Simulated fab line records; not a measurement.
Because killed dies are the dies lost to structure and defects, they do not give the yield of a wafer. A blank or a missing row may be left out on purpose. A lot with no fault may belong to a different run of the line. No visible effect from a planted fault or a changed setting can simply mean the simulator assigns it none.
Which of the tools did it? || flow sky130 || 12 lots, 36 wafers sampled, at 5 steps of a route of 708

== WHAT THE GAUGES READ, wafer by wafer ==
SKY_SD_N_CD_MEAS_07 targets a cd of 380 nm.
{"lot": "L453", "measured": "day 27 21:25", "on": "cd-sem-02", "cd-nm (nm)": "380.3 380.3 379.9"}
{"lot": "L455", "measured": "day 28 09:39", "on": "cd-sem-01", "cd-nm (nm)": "378.9 382.4 381.1"}
{"lot": "L456", "measured": "day 29 00:58", "on": "cd-sem-01", "cd-nm (nm)": "381.7 380.0 379.6"}
{"lot": "L457", "measured": "day 29 13:19", "on": "cd-sem-02", "cd-nm (nm)": "380.9 379.9 380.4"}
{"lot": "L459", "measured": "day 29 21:16", "on": "cd-sem-01", "cd-nm (nm)": "378.4 378.1 378.1"}
{"lot": "L460", "measured": "day 30 08:13", "on": "cd-sem-02", "cd-nm (nm)": "376.6 374.1 376.9"}
{"lot": "L462", "measured": "day 30 21:43", "on": "cd-sem-02", "cd-nm (nm)": "378.6 379.6 379.0"}
{"lot": "L464", "measured": "day 32 01:24", "on": "cd-sem-02", "cd-nm (nm)": "381.0 381.8 379.9"}
{"lot": "L466", "measured": "day 32 15:17", "on": "cd-sem-02", "cd-nm (nm)": "386.4 386.4 385.3"}
{"lot": "L473", "measured": "day 34 14:43", "on": "cd-sem-01", "cd-nm (nm)": "441.2 443.1 441.8"}
{"lot": "L476", "measured": "day 35 11:34", "on": "cd-sem-02", "cd-nm (nm)": "378.7 381.1 381.8"}
{"lot": "L475", "measured": "day 35 15:19", "on": "cd-sem-01", "cd-nm (nm)": "429.1 432.5 432.5"}

SKY_SD_N_TW_MEAS_12.
{"lot": "L453", "measured": "day 27 21:58", "on": "film-metro-04", "SD_N_TW": "3950 3921 3929"}
{"lot": "L455", "measured": "day 28 10:11", "on": "film-metro-01", "SD_N_TW": "4028 4005 4030"}
{"lot": "L456", "measured": "day 29 01:29", "on": "film-metro-02", "SD_N_TW": "4009 3987 3998"}
{"lot": "L457", "measured": "day 29 13:52", "on": "film-metro-01", "SD_N_TW": "4017 4015 4020"}
{"lot": "L459", "measured": "day 29 21:49", "on": "film-metro-02", "SD_N_TW": "3995 3990 3996"}
{"lot": "L460", "measured": "day 30 08:46", "on": "film-metro-02", "SD_N_TW": "4000 4014 4006"}
{"lot": "L462", "measured": "day 30 22:16", "on": "film-metro-02", "SD_N_TW": "4001 3998 4037"}
{"lot": "L464", "measured": "day 32 01:56", "on": "film-metro-01", "SD_N_TW": "3977 3986 4019"}
{"lot": "L466", "measured": "day 32 15:49", "on": "film-metro-02", "SD_N_TW": "4036 4025 4026"}
{"lot": "L473", "measured": "day 34 15:16", "on": "film-metro-01", "SD_N_TW": "3974 4001 3992"}
{"lot": "L476", "measured": "day 35 12:07", "on": "film-metro-01", "SD_N_TW": "3984 3974 3972"}
{"lot": "L475", "measured": "day 35 15:52", "on": "film-metro-01", "SD_N_TW": "4007 4000 3997"}

SKY_LI_CONTACT_CD_MEAS_12 targets a cd of 170 nm.
{"lot": "L453", "measured": "day 29 04:04", "on": "cd-sem-02", "cd-nm (nm)": "169.4 168.9 169.8"}
{"lot": "L455", "measured": "day 29 15:37", "on": "cd-sem-01", "cd-nm (nm)": "172.9 171.4 171.7"}
{"lot": "L456", "measured": "day 30 06:42", "on": "cd-sem-01", "cd-nm (nm)": "169.7 169.4 169.0"}
{"lot": "L457", "measured": "day 30 19:10", "on": "cd-sem-02", "cd-nm (nm)": "173.4 172.6 172.1"}
{"lot": "L459", "measured": "day 31 02:41", "on": "cd-sem-02", "cd-nm (nm)": "172.1 169.7 169.5"}
{"lot": "L460", "measured": "day 31 13:07", "on": "cd-sem-01", "cd-nm (nm)": "168.4 167.6 168.4"}
{"lot": "L462", "measured": "day 32 02:49", "on": "cd-sem-02", "cd-nm (nm)": "173.0 170.8 170.2"}
{"lot": "L464", "measured": "day 33 05:25", "on": "cd-sem-01", "cd-nm (nm)": "170.1 171.8 169.1"}
{"lot": "L466", "measured": "day 33 19:53", "on": "cd-sem-01", "cd-nm (nm)": "172.1 171.4 170.0"}
{"lot": "L473", "measured": "day 35 18:21", "on": "cd-sem-02", "cd-nm (nm)": "171.6 171.8 171.5"}
{"lot": "L476", "measured": "day 36 15:07", "on": "cd-sem-01", "cd-nm (nm)": "170.6 171.3 170.9"}
{"lot": "L475", "measured": "day 36 19:28", "on": "cd-sem-02", "cd-nm (nm)": "172.5 172.6 172.7"}

== TOOL THAT RAN EACH LOT (tool first, then ch and the chambers of the sampled wafers, then the start) ==
{"lot": "L453", "SKY_SD_N_COAT_02": "litho-track-03 ch 0, day 27 06:07", "SKY_SD_N_STRIP_11": "plasma-asher-01 ch 0,1, day 27 21:52"}
{"lot": "L455", "SKY_SD_N_COAT_02": "litho-track-02 ch 0, day 27 19:10", "SKY_SD_N_STRIP_11": "plasma-asher-01 ch 0,1, day 28 10:06"}
{"lot": "L456", "SKY_SD_N_COAT_02": "litho-track-02 ch 0, day 28 10:25", "SKY_SD_N_STRIP_11": "plasma-asher-01 ch 0,1, day 29 01:25"}
{"lot": "L457", "SKY_SD_N_COAT_02": "litho-track-01 ch 0, day 28 23:22", "SKY_SD_N_STRIP_11": "plasma-asher-04 ch 0,1, day 29 13:46"}
{"lot": "L459", "SKY_SD_N_COAT_02": "litho-track-01 ch 0, day 29 07:10", "SKY_SD_N_STRIP_11": "plasma-asher-01 ch 0,1, day 29 21:43"}
{"lot": "L460", "SKY_SD_N_COAT_02": "litho-track-01 ch 0, day 29 17:19", "SKY_SD_N_STRIP_11": "plasma-asher-01 ch 0,1, day 30 08:40"}
{"lot": "L462", "SKY_SD_N_COAT_02": "litho-track-01 ch 0, day 30 08:25", "SKY_SD_N_STRIP_11": "plasma-asher-01 ch 0,1, day 30 22:10"}
{"lot": "L464", "SKY_SD_N_COAT_02": "litho-track-02 ch 0, day 31 11:43", "SKY_SD_N_STRIP_11": "plasma-asher-01 ch 0,1, day 32 01:51"}
{"lot": "L466", "SKY_SD_N_COAT_02": "litho-track-01 ch 0, day 32 02:23", "SKY_SD_N_STRIP_11": "plasma-asher-03 ch 0,1, day 32 15:43"}
{"lot": "L473", "SKY_SD_N_COAT_02": "litho-track-01 ch 0, day 34 01:05", "SKY_SD_N_STRIP_11": "plasma-asher-01 ch 0,1, day 34 15:09"}
{"lot": "L476", "SKY_SD_N_COAT_02": "litho-track-03 ch 0, day 34 22:25", "SKY_SD_N_STRIP_11": "plasma-asher-03 ch 0,1, day 35 12:01"}
{"lot": "L475", "SKY_SD_N_COAT_02": "litho-track-01 ch 0, day 35 03:10", "SKY_SD_N_STRIP_11": "plasma-asher-01 ch 0,1, day 35 15:46"}
- SKY_SD_N_COAT_02: resist thk 1140 nm.
- SKY_SD_N_STRIP_11: strips in O2/N2.

== AS READ BY THE TOOLS THEMSELVES (means over the sampled wafers that have a number; for cases with no such wafer, the mark the record gives instead) ==
SKY_SD_N_COAT_02.
{"lot": "L453", "tool": "litho-track-03", "chill-plate-temp-C (C)": 22.99}
{"lot": "L455", "tool": "litho-track-02", "chill-plate-temp-C (C)": 23.03}
{"lot": "L456", "tool": "litho-track-02", "chill-plate-temp-C (C)": 23.13}
{"lot": "L457", "tool": "litho-track-01", "chill-plate-temp-C (C)": 22.87}
{"lot": "L459", "tool": "litho-track-01", "chill-plate-temp-C (C)": 22.86}
{"lot": "L460", "tool": "litho-track-01", "chill-plate-temp-C (C)": 22.94}
{"lot": "L462", "tool": "litho-track-01", "chill-plate-temp-C (C)": 22.94}
{"lot": "L464", "tool": "litho-track-02", "chill-plate-temp-C (C)": 22.84}
{"lot": "L466", "tool": "litho-track-01", "chill-plate-temp-C (C)": 23.03}
{"lot": "L473", "tool": "litho-track-01", "chill-plate-temp-C (C)": 23.00}
{"lot": "L476", "tool": "litho-track-03", "chill-plate-temp-C (C)": 23.09}
{"lot": "L475", "tool": "litho-track-01", "chill-plate-temp-C (C)": 23.05}

SKY_SD_N_STRIP_11.
{"lot": "L453", "tool": "plasma-asher-01", "drypump-motor-current-A (A)": 5.2, "o2-flow-sccm (sccm)": 2991, "oes-product-au (a.u.)": 0.526, "strip-time-to-endpoint-s (s)": 22.55}
{"lot": "L455", "tool": "plasma-asher-01", "drypump-motor-current-A (A)": 5.3, "o2-flow-sccm (sccm)": 3004, "oes-product-au (a.u.)": 0.528, "strip-time-to-endpoint-s (s)": 22.51}
{"lot": "L456", "tool": "plasma-asher-01", "drypump-motor-current-A (A)": 5.2, "o2-flow-sccm (sccm)": 2996, "oes-product-au (a.u.)": 0.530, "strip-time-to-endpoint-s (s)": 22.57}
{"lot": "L457", "tool": "plasma-asher-04", "drypump-motor-current-A (A)": 6.1, "o2-flow-sccm (sccm)": 2996, "oes-product-au (a.u.)": 0.525, "strip-time-to-endpoint-s (s)": 22.52}
{"lot": "L459", "tool": "plasma-asher-01", "drypump-motor-current-A (A)": 5.3, "o2-flow-sccm (sccm)": 3001, "oes-product-au (a.u.)": 0.525, "strip-time-to-endpoint-s (s)": 22.62}
{"lot": "L460", "tool": "plasma-asher-01", "drypump-motor-current-A (A)": 5.2, "o2-flow-sccm (sccm)": 2992, "oes-product-au (a.u.)": 0.531, "strip-time-to-endpoint-s (s)": 22.55}
{"lot": "L462", "tool": "plasma-asher-01", "drypump-motor-current-A (A)": 5.4, "o2-flow-sccm (sccm)": 3004, "oes-product-au (a.u.)": 0.528, "strip-time-to-endpoint-s (s)": 22.56}
{"lot": "L464", "tool": "plasma-asher-01", "drypump-motor-current-A (A)": 5.3, "o2-flow-sccm (sccm)": 2992, "oes-product-au (a.u.)": 0.526, "strip-time-to-endpoint-s (s)": 22.52}
{"lot": "L466", "tool": "plasma-asher-03", "drypump-motor-current-A (A)": 5.0, "o2-flow-sccm (sccm)": 3003, "oes-product-au (a.u.)": 0.529, "strip-time-to-endpoint-s (s)": 22.57}
{"lot": "L473", "tool": "plasma-asher-01", "drypump-motor-current-A (A)": 5.2, "o2-flow-sccm (sccm)": 2996, "oes-product-au (a.u.)": 0.456, "strip-time-to-endpoint-s (s)": 16.71}
{"lot": "L476", "tool": "plasma-asher-03", "drypump-motor-current-A (A)": 5.1, "o2-flow-sccm (sccm)": 3003, "oes-product-au (a.u.)": 0.530, "strip-time-to-endpoint-s (s)": 22.59}
{"lot": "L475", "tool": "plasma-asher-01", "drypump-motor-current-A (A)": 5.2, "o2-flow-sccm (sccm)": 3005, "oes-product-au (a.u.)": 0.454, "strip-time-to-endpoint-s (s)": 16.70}

== THE ANSWER, worked out from the rows above alone ==
Rule: usual is defined by the lots themselves. The widest of any qualifying gaps counts: lots, ordered by their means at a reading, are off when they make up no more than a third of the lots, leave a main group of 4 or more, and stand apart from it by 3 or more times the standard deviation of that group's means. A main group is skipped when, at the precision printed for the reading in the tables above, its means are all equal. A lot without any number at a reading at which 4 lots or more have one is off too. The other lots that the step has rows for count as sound. Order of review: gauges by route order, followed by the tools' own readings, for which a lot's mean as printed above is used. The first step at which some lot is off is used, and at that step the reading that is off furthest; a lot without a number counts as furthest.
Off: L473, L475, at SKY_SD_N_CD_MEAS_07 (cd-nm). For the main group the mean is 380.2 nm and the standard deviation 2.4.
A tool fits if, at a process step before that reading, it ran every lot that is off, and no sound lot after the first of them. The gauges at SKY_SD_N_CD_MEAS_07 aren't tried: what is off there is off at SKY_SD_N_STRIP_11 too, on other tools, and a gauge's error can't cause that. One fits: SKY_SD_N_COAT_02 on litho-track-01. A fault onset in the window from L466 (day 32 02:23, its last sound lot) to L473 (day 34 01:05, its first lot off) fits.

== WHAT THE SIMULATOR HAD PUT IN ==
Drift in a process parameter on litho-track-01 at SKY_SD_N_COAT_02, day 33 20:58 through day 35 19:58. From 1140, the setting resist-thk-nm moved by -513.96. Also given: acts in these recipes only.
Shown lots that were struck: L473, L475. The rule above reached the same finding.
